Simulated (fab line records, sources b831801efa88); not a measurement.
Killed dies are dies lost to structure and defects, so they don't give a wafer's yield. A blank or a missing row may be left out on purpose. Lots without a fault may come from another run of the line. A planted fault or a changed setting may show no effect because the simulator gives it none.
Chamber matching | flow sky130 | SKY_VIA3_CMP_24 on cmp-01: 4 sister chambers
The step polishes, stops on SiO2, t overpolish 20 s, target thk 0 nm. 16 wafers are shown with their chamber, then 8 later ones without.

WAFERS WITH THEIR CHAMBER
wafer  | chamber | motor_current_A (A) | time_to_endpoint_s (s) | overpolish_run_s (s)
L074.3 | 1       | 11.4                | 96.3                   | 19.992
L074.5 | 0       | 9.3                 | 93.0                   | 19.990
L074.6 | 3       | 11.5                | 97.4                   | 20.005
L077.1 | 2       | 11.9                | 88.8                   | 19.991
L077.4 | 0       | 9.4                 | 92.5                   | 19.988
L077.6 | 2       | 12.0                | 89.1                   | 19.981
L081.1 | 0       | 9.6                 | 91.8                   | 20.010
L081.4 | 3       | 11.5                | 94.1                   | 19.988
L081.5 | 2       | 11.3                | 93.3                   | 19.995
L082.2 | 1       | 10.9                | 94.8                   | 19.998
L082.3 | 3       | 11.1                | 96.8                   | 20.001
L082.6 | 3       | 10.6                | 98.2                   | 20.005
L084.1 | 3       | 11.5                | 93.5                   | 20.017
L084.3 | 0       | 8.6                 | 96.5                   | 20.003
L084.5 | 2       | 11.8                | 95.4                   | 19.991
L085.1 | 3       | 11.6                | 96.1                   | 20.005

SIGNATURES (means of the wafers above)
reading            | chamber 0 | chamber 1 | chamber 2 | chamber 3 | scatter within a chamber
motor_current_A    | 9.225     | 11.150    | 11.750    | 11.300    | 0.379
time_to_endpoint_s | 93.450    | 95.550    | 91.650    | 96.017    | 2.29
overpolish_run_s   | 19.99775  | 19.99500  | 19.98950  | 20.00350  | 0.00863
Rule: a wafer's distance from a chamber is the root of the sum, over the readings, of the square of ((its reading less the chamber's mean) divided by the reading's scatter). The wafer belongs to the nearest chamber; if the next one is less than 2 further off, it can't be placed. The scatter: the root of (the sum of the squares of (reading less its chamber's mean) over the shown wafers, divided by (wafers less chambers)).

WAFERS WITHOUT THEIR CHAMBER
wafer  | motor_current_A (A) | time_to_endpoint_s (s) | overpolish_run_s (s)
L085.2 | 11.6                | 94.8                   | 19.999
L085.3 | 9.3                 | 94.2                   | 19.997
L088.2 | 9.4                 | 96.1                   | 19.995
L088.3 | 11.9                | 92.4                   | 20.020
L088.5 | 10.7                | 92.6                   | 20.000
L097.1 | 11.0                | 92.8                   | 20.002
L097.3 | 11.3                | 90.6                   | 19.987
L097.5 | 12.0                | 93.7                   | 20.001

WHICH CHAMBER EACH WENT THROUGH
wafer  | from the rows above          | in truth
L085.2 | can't be placed: 3 or 1 or 2 | 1
L085.3 | 0                            | 0
L088.2 | 0                            | 0
L088.3 | can't be placed: 3 or 2 or 1 | 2
L088.5 | can't be placed: 1 or 3 or 2 | 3
L097.1 | can't be placed: 1 or 3 or 2 | 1
L097.3 | can't be placed: 2 or 1 or 3 | 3
L097.5 | can't be placed: 2 or 3 or 1 | 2
Placed correctly: 2 of 8. Can't be placed from these rows: 6 (the true chamber is among the candidates in 6). Placed wrongly: 0.
